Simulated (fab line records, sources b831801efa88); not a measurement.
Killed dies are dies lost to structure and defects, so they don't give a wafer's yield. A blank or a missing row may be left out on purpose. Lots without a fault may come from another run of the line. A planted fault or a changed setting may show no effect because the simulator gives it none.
Which tool did it? | flow sky130 | 24 lots, 72 wafers sampled, at 4 steps of a route of 708

WHAT THE GAUGES READ, wafer by wafer
SKY_POLY_GATE_OVL_MEAS_14. Usual: POLY_GATE_OVL 1 nm, standard deviation 4.3.
lot  | measured     | on         | POLY_GATE_OVL (nm) | flag
L074 | day 15 23:08 | overlay-02 | 4 1 5              |
L075 | day 16 14:17 | overlay-02 | 4 0 6              |
L076 | day 17 00:30 | overlay-01 | -1 -5 -5           |
L077 | day 17 06:49 | overlay-02 | -1 -3 -4           |
L078 | day 17 18:28 | overlay-02 | -1 1 7             |
L079 | day 18 06:59 | overlay-02 | 4 2 -4             |
L080 | day 18 23:13 | overlay-01 | 8 4 5              |
L081 | day 19 05:36 | overlay-01 | 5 4 6              |
L082 | day 19 07:53 | overlay-01 | 7 0 2              |
L083 | day 20 12:56 | overlay-01 | 3 6 2              |
L084 | day 20 20:24 | overlay-02 | -5 0 -1            |
L085 | day 21 00:02 | overlay-01 | 0 3 5              |
L086 | day 21 13:33 | overlay-01 | -2 -9 -3           |
L087 | day 21 12:34 | overlay-01 | 10 2 5             |
L088 | day 21 14:48 | overlay-02 | -2 -9 -3           |
L089 | day 22 04:12 | overlay-02 | 6 0 2              |
L090 | day 22 07:59 | overlay-01 | 4 -2 -1            |
L091 | day 23 01:57 | overlay-02 | 1 -7 -4            |
L092 | day 23 11:02 | overlay-01 | 6 -2 3             |
L093 | day 23 11:42 | overlay-02 | 8 6 3              |
L094 | day 23 18:29 | overlay-01 | -1 -7 -4           |
L095 | day 24 04:16 | overlay-02 | 0 4 6              |
L096 | day 24 13:09 | overlay-01 | -4 5 0             |
L097 | day 24 21:14 | overlay-01 | -3 5 5             |

SKY_METAL4_OVL_MEAS_14. Usual: METAL4_OVL -4 nm, standard deviation 4.2.
lot  | measured     | on         | METAL4_OVL (nm) | flag
L074 | day 41 07:44 | overlay-02 | 1 6 -3          |
L075 | day 41 20:23 | overlay-02 | -5 -6 -3        |
L076 | day 42 08:11 | overlay-02 | -9 -2 -9        |
L077 | day 42 11:40 | overlay-02 | -6 -5 -10       |
L078 | day 42 18:16 | overlay-02 | -2 3 -1         |
L079 | day 43 08:03 | overlay-02 | -6 -6 -3        |
L080 | day 43 20:58 | overlay-02 | -5 -4 0         |
L081 | day 43 22:51 | overlay-01 | -9 -9 -5        |
L082 | day 44 00:50 | overlay-01 | -2 -2 -5        |
L083 | day 44 23:16 | overlay-02 | 0 -1 -3         |
L084 | day 45 01:09 | overlay-01 | 12 6 2          |
L085 | day 45 03:50 | overlay-01 | -8 -7 -9        |
L086 | day 45 12:33 | overlay-01 | -6 0 -11        |
L087 | day 45 09:37 | overlay-01 | -6 -8 -5        |
L088 | day 45 14:30 | overlay-01 | 1 -4 3          |
L089 | day 45 22:48 | overlay-01 | -3 -7 -1        |
L090 | day 46 07:21 | overlay-02 | -10 -11 -1      |
L091 | day 46 14:29 | overlay-02 | -9 -7 -16       |
L092 | day 46 18:02 | overlay-02 | -4 -1 -4        |
L093 | day 46 19:04 | overlay-01 | -8 -3 -8        |
L094 | day 47 01:13 | overlay-02 | -7 -4 -4        |
L095 | day 47 07:27 | overlay-02 | -10 -3 -12      |
L096 | day 47 11:57 | overlay-01 | -7 -4 -5        |
L097 | day 48 00:06 | overlay-02 | -3 -8 -8        |

WHICH TOOL RAN EACH LOT (tool, then ch and the chambers of the sampled wafers, then the start)
lot  | SKY_NWELL_STRIP_25                   | SKY_VIA1_ETCH_14
L074 | plasma_asher-03 ch 0,1, day 5 00:04  | rie_diel-01 ch 0,3, day 33 05:50
L075 | plasma_asher-03 ch 0,1, day 5 06:25  | rie_diel-03 ch 1,3, day 33 22:35
L076 | plasma_asher-03 ch 0,1, day 5 13:25  | rie_diel-01 ch 0,1,3, day 34 12:32
L077 | plasma_asher-04 ch 0,1, day 5 21:45  | rie_diel-03 ch 0,1, day 34 14:29
L078 | plasma_asher-03 ch 0,1, day 6 05:53  | rie_diel-02 ch 0,1,3, day 34 22:01
L079 | plasma_asher-01 ch 0,1, day 6 10:49  | rie_diel-02 ch 0,1,2, day 35 14:11
L080 | plasma_asher-04 ch 0,1, day 6 20:03  | rie_diel-01 ch 0,2,3, day 36 06:23
L081 | plasma_asher-04 ch 0,1, day 7 01:04  | rie_diel-03 ch 2,3, day 36 07:44
L082 | plasma_asher-03 ch 1, day 7 03:31    | rie_diel-02 ch 1,2, day 36 10:56
L083 | plasma_asher-01 ch 0,1, day 8 00:01  | rie_diel-03 ch 1,2,3, day 37 14:23
L084 | plasma_asher-01 ch 0,1, day 8 04:34  | rie_diel-03 ch 1,2,3, day 37 19:32
L085 | plasma_asher-03 ch 0,1, day 8 04:55  | rie_diel-01 ch 1,2,3, day 37 20:05
L086 | plasma_asher-03 ch 0,1, day 8 12:25  | rie_diel-03 ch 0,2, day 38 09:05
L087 | plasma_asher-03 ch 0,1, day 8 15:54  | rie_diel-01 ch 0,1, day 38 04:26
L088 | plasma_asher-03 ch 0,1, day 8 18:13  | rie_diel-02 ch 0,1,3, day 38 09:26
L089 | plasma_asher-04 ch 0,1, day 8 23:16  | rie_diel-03 ch 0,2, day 38 18:50
L090 | plasma_asher-03 ch 1, day 9 04:43    | rie_diel-02 ch 0,3, day 39 02:29
L091 | plasma_asher-03 ch 0,1, day 9 17:09  | rie_diel-02 ch 0,1,2, day 39 14:26
L092 | plasma_asher-04 ch 0, day 9 22:58    | rie_diel-02 ch 1,2,3, day 39 20:38
L093 | plasma_asher-01 ch 0,1, day 10 03:19 | rie_diel-02 ch 1,2,3, day 39 22:11
L094 | plasma_asher-03 ch 0,1, day 10 12:16 | rie_diel-02 ch 0,1,2, day 40 03:26
L095 | plasma_asher-01 ch 0,1, day 10 17:04 | rie_diel-01 ch 0,1,3, day 40 10:38
L096 | plasma_asher-01 ch 0,1, day 10 23:28 | rie_diel-01 ch 0,1,2, day 40 18:14
L097 | plasma_asher-03 ch 0,1, day 11 06:34 | rie_diel-02 ch 1,3, day 41 02:41
- SKY_NWELL_STRIP_25: strips in O2/N2.
- SKY_VIA1_ETCH_14: etches BARC in N2/H2, stops on SiO2, time 45.9 s, target depth 60 nm.

WHAT THE TOOLS THEMSELVES READ (means of the sampled wafers that have a number; where no wafer has one, the mark that the record gives instead)
SKY_NWELL_STRIP_25. Usual: drypump_motor_current_A 5.6 A, standard deviation 0.47; o2_flow_sccm 2999 sccm, standard deviation 8.9; oes_product_au 0.723 a.u., standard deviation 0.0045; strip_time_to_endpoint_s 36.93 s, standard deviation 0.11.
lot  | tool            | drypump_motor_current_A (A) | o2_flow_sccm (sccm) | oes_product_au (a.u.) | strip_time_to_endpoint_s (s) | flag
L074 | plasma_asher-03 | 5.6                         | 2993                | 0.721                 | 36.83                        |
L075 | plasma_asher-03 | 5.6                         | 3002                | 0.725                 | 36.86                        |
L076 | plasma_asher-03 | 5.5                         | 3003                | 0.723                 | 36.91                        |
L077 | plasma_asher-04 | 5.8                         | 2998                | 0.723                 | 36.92                        |
L078 | plasma_asher-03 | 5.7                         | 3000                | 0.722                 | 37.07                        |
L079 | plasma_asher-01 | 5.4                         | 2998                | 0.725                 | 36.95                        |
L080 | plasma_asher-04 | 6.3                         | 2996                | 0.719                 | 37.00                        |
L081 | plasma_asher-04 | 5.8                         | 2996                | 0.724                 | 37.09                        |
L082 | plasma_asher-03 | 5.3                         | 2999                | 0.721                 | 36.80                        |
L083 | plasma_asher-01 | 5.3                         | 3002                | 0.720                 | 37.18                        |
L084 | plasma_asher-01 | 5.3                         | 3004                | 0.721                 | 37.00                        |
L085 | plasma_asher-03 | 5.5                         | 3008                | 0.724                 | 36.97                        |
L086 | plasma_asher-03 | 5.5                         | 2989                | 0.717                 | 36.93                        |
L087 | plasma_asher-03 | 5.5                         | 3009                | 0.722                 | 36.95                        |
L088 | plasma_asher-03 | 5.5                         | 3000                | 0.728                 | 37.07                        |
L089 | plasma_asher-04 | 5.8                         | 3005                | 0.723                 | 36.79                        |
L090 | plasma_asher-03 | 5.4                         | 3004                | 0.718                 | 36.85                        |
L091 | plasma_asher-03 | 5.7                         | 2992                | 0.727                 | 36.95                        |
L092 | plasma_asher-04 | 6.8                         | 2996                | 0.722                 | 36.90                        |
L093 | plasma_asher-01 | 5.3                         | 2989                | 0.725                 | 36.72                        |
L094 | plasma_asher-03 | 5.5                         | 2998                | 0.725                 | 36.89                        |
L095 | plasma_asher-01 | 5.4                         | 2994                | 0.720                 | 37.04                        |
L096 | plasma_asher-01 | 5.4                         | 2992                | 0.726                 | 36.93                        |
L097 | plasma_asher-03 | 5.5                         | 3000                | 0.721                 | 36.93                        |

SKY_VIA1_ETCH_14. Usual: drypump_motor_current_A 5.7 A, standard deviation 0.35; oes_product_au 0.854 a.u., standard deviation 0.0047; rf_fwd_power_W 494.4 W, standard deviation 2; throttle_valve_pct 13.224 %, standard deviation 0.0092.
lot  | tool        | drypump_motor_current_A (A) | oes_product_au (a.u.) | rf_fwd_power_W (W) | throttle_valve_pct (%) | flag
L074 | rie_diel-01 | 5.3                         | 0.858                 | 494.4              | 13.226                 |
L075 | rie_diel-03 | 6.0                         | 0.854                 | 493.8              | 13.223                 |
L076 | rie_diel-01 | 5.3                         | 0.853                 | 495.1              | 13.223                 |
L077 | rie_diel-03 | 5.8                         | 0.854                 | 494.5              | 13.233                 |
L078 | rie_diel-02 | 5.6                         | 0.854                 | 494.6              | 13.231                 |
L079 | rie_diel-02 | 5.9                         | 0.854                 | 495.1              | 13.226                 |
L080 | rie_diel-01 | 5.4                         | 0.851                 | 496.4              | 13.233                 |
L081 | rie_diel-03 | 5.6                         | 0.859                 | 492.4              | 13.231                 |
L082 | rie_diel-02 | 5.9                         | 0.856                 | 493.7              | 13.229                 |
L083 | rie_diel-03 | 5.8                         | 0.852                 | 494.5              | 13.219                 |
L084 | rie_diel-03 | 5.8                         | 0.850                 | 494.1              | 13.222                 |
L085 | rie_diel-01 | 5.6                         | 0.850                 | 494.7              | 13.224                 |
L086 | rie_diel-03 | 5.5                         | 0.857                 | 492.4              | 13.224                 |
L087 | rie_diel-01 | 5.3                         | 0.853                 | 496.7              | 13.214                 |
L088 | rie_diel-02 | 5.6                         | 0.855                 | 494.8              | 13.228                 |
L089 | rie_diel-03 | 5.5                         | 0.856                 | 492.6              | 13.229                 |
L090 | rie_diel-02 | 5.5                         | 0.856                 | 496.3              | 13.235                 |
L091 | rie_diel-02 | 5.9                         | 0.854                 | 494.1              | 13.222                 |
L092 | rie_diel-02 | 5.8                         | 0.859                 | 493.2              | 13.218                 |
L093 | rie_diel-02 | 5.8                         | 0.854                 | 493.6              | 13.231                 |
L094 | rie_diel-02 | 5.9                         | 0.854                 | 492.3              | 13.229                 |
L095 | rie_diel-01 | 5.3                         | 0.850                 | 494.9              | 13.223                 |
L096 | rie_diel-01 | 5.4                         | 0.855                 | 494.9              | 13.219                 |
L097 | rie_diel-02 | 5.5                         | 0.853                 | 495.4              | 13.223                 |

THE ANSWER, worked out from the rows above alone
Rule: a lot is off if the mean of its wafers that have a number lies more than 3 standard deviations from the usual mean. A lot without any number at a reading at which 4 lots or more have one is off too. The other lots that the step has rows for count as sound. The gauges are gone through in route order, then the tools' own readings, and for those a lot's mean is taken as printed above. The first step at which some lot is off is used, and at that step the reading that is off furthest; a lot without a number counts as furthest.
No lot is off at any reading shown: from this, nothing can be told.

WHAT THE SIMULATOR HAD PUT IN
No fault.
